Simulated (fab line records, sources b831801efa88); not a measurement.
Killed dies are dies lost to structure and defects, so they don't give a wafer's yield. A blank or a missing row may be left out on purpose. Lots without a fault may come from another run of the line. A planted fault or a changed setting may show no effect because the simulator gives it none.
Which tool did it? | flow gf180mcu | 12 lots, 36 wafers sampled, at 3 steps of a route of 602

WHAT THE GAUGES READ, wafer by wafer
GF_MIM_RS_MEAS_10: measures by four-point-probe. Usual: MIM_ALCU_RS 0.1602 ohm/sq, standard deviation 0.0017.
lot  | measured     | on            | MIM_ALCU_RS (ohm/sq) | flag
L228 | day 24 17:56 | film_metro-04 | 0.1575 0.1587 0.1571 |
L229 | day 24 19:16 | film_metro-02 | 0.1618 0.1615 0.1613 |
L233 | day 26 19:02 | film_metro-01 | 0.1561 0.1572 0.1576 |
L235 | day 27 04:25 | film_metro-02 | 0.1585 0.1600 0.1592 |
L240 | day 29 05:12 | film_metro-01 | 0.1605 0.1611 0.1609 |
L244 | day 30 05:04 | film_metro-04 | 0.1638 0.1640 0.1615 |
L245 | day 30 08:53 | film_metro-02 | 0.1584 0.1610 0.1599 |
L246 | day 30 21:34 | film_metro-04 | 0.1587 0.1595 0.1593 |
L247 | day 30 22:44 | film_metro-02 | 0.1606 0.1607 0.1612 |
L248 | day 31 05:36 | film_metro-04 | 0.1616 0.1606 0.1619 |
L249 | day 31 08:01 | film_metro-01 | 0.1604 0.1597 0.1605 |
L250 | day 31 17:43 | film_metro-01 | 0.1606 0.1590 0.1620 |

WHICH TOOL RAN EACH LOT (tool, then ch and the chambers of the sampled wafers, then the start)
lot  | GF_V4_STRIP_18                       | GF_V4_SPUTTER_21
L228 | plasma_asher-02 ch 0,1, day 24 16:14 | pvd_sputter-03, day 24 16:48
L229 | plasma_asher-02 ch 0,1, day 24 17:35 | pvd_sputter-02, day 24 18:10
L233 | plasma_asher-03 ch 0,1, day 26 17:23 | pvd_sputter-04, day 26 17:54
L235 | plasma_asher-03 ch 0,1, day 27 02:26 | pvd_sputter-04, day 27 03:18
L240 | plasma_asher-02 ch 1, day 29 03:30   | pvd_sputter-02, day 29 04:05
L244 | plasma_asher-03 ch 0,1, day 30 03:26 | pvd_sputter-03, day 30 03:58
L245 | plasma_asher-01 ch 0,1, day 30 06:25 | pvd_sputter-02, day 30 06:55
L246 | plasma_asher-01 ch 0,1, day 30 19:54 | pvd_sputter-04, day 30 20:26
L247 | plasma_asher-03 ch 0,1, day 30 21:04 | pvd_sputter-03, day 30 21:35
L248 | plasma_asher-01 ch 0,1, day 31 03:55 | pvd_sputter-02, day 31 04:29
L249 | plasma_asher-01 ch 0,1, day 31 06:21 | pvd_sputter-04, day 31 06:53
L250 | plasma_asher-01 ch 0,1, day 31 16:05 | pvd_sputter-03, day 31 16:37
- GF_V4_STRIP_18: strips in O2/N2.
- GF_V4_SPUTTER_21: material Ti, target thk 15 nm, time 80.02 s.

WHAT THE TOOLS THEMSELVES READ (means of the sampled wafers that have a number; where no wafer has one, the mark that the record gives instead)
GF_V4_STRIP_18. Usual: drypump_motor_current_A 5.6 A, standard deviation 0.35; heater_power_w 334 W, standard deviation 22; oes_product_au 0.592 a.u., standard deviation 0.0048; platen_temp_c 250.00 C, standard deviation 0.17.
lot  | tool            | drypump_motor_current_A (A) | heater_power_w (W) | oes_product_au (a.u.) | platen_temp_c (C) | flag
L228 | plasma_asher-02 | 5.7                         | 347                | 0.590                 | 250.14            |
L229 | plasma_asher-02 | 5.6                         | 343                | 0.593                 | 249.82            |
L233 | plasma_asher-03 | 5.8                         | 356                | 0.593                 | 249.85            |
L235 | plasma_asher-03 | 5.6                         | 338                | 0.587                 | 250.01            |
L240 | plasma_asher-02 | 5.1                         | 339                | 0.591                 | 249.88            |
L244 | plasma_asher-03 | 5.8                         | 358                | 0.590                 | 249.83            |
L245 | plasma_asher-01 | 5.5                         | 314                | 0.588                 | 249.96            |
L246 | plasma_asher-01 | 5.7                         | 332                | 0.588                 | 250.11            |
L247 | plasma_asher-03 | 5.6                         | 345                | 0.598                 | 250.07            |
L248 | plasma_asher-01 | 5.7                         | 334                | 0.593                 | 250.02            |
L249 | plasma_asher-01 | 5.7                         | 331                | 0.592                 | 250.10            |
L250 | plasma_asher-01 | 5.7                         | 332                | 0.590                 | 249.96            |

GF_V4_SPUTTER_21. Usual: throttle_valve_pct 29.7 %, standard deviation 1.
lot  | tool           | throttle_valve_pct (%) | flag
L228 | pvd_sputter-03 | 29.2                   |
L229 | pvd_sputter-02 | 30.3                   |
L233 | pvd_sputter-04 | 29.7                   |
L235 | pvd_sputter-04 | 28.7                   |
L240 | pvd_sputter-02 | 31.0                   |
L244 | pvd_sputter-03 | 29.5                   |
L245 | pvd_sputter-02 | 29.9                   |
L246 | pvd_sputter-04 | 29.8                   |
L247 | pvd_sputter-03 | 28.9                   |
L248 | pvd_sputter-02 | 30.1                   |
L249 | pvd_sputter-04 | 29.3                   |
L250 | pvd_sputter-03 | 30.0                   |

THE ANSWER, worked out from the rows above alone
Rule: a lot is off if the mean of its wafers that have a number lies more than 3 standard deviations from the usual mean. A lot without any number at a reading at which 4 lots or more have one is off too. The other lots that the step has rows for count as sound. The gauges are gone through in route order, then the tools' own readings, and for those a lot's mean is taken as printed above. The first step at which some lot is off is used, and at that step the reading that is off furthest; a lot without a number counts as furthest.
No lot is off at any reading shown: from this, nothing can be told.

WHAT THE SIMULATOR HAD PUT IN
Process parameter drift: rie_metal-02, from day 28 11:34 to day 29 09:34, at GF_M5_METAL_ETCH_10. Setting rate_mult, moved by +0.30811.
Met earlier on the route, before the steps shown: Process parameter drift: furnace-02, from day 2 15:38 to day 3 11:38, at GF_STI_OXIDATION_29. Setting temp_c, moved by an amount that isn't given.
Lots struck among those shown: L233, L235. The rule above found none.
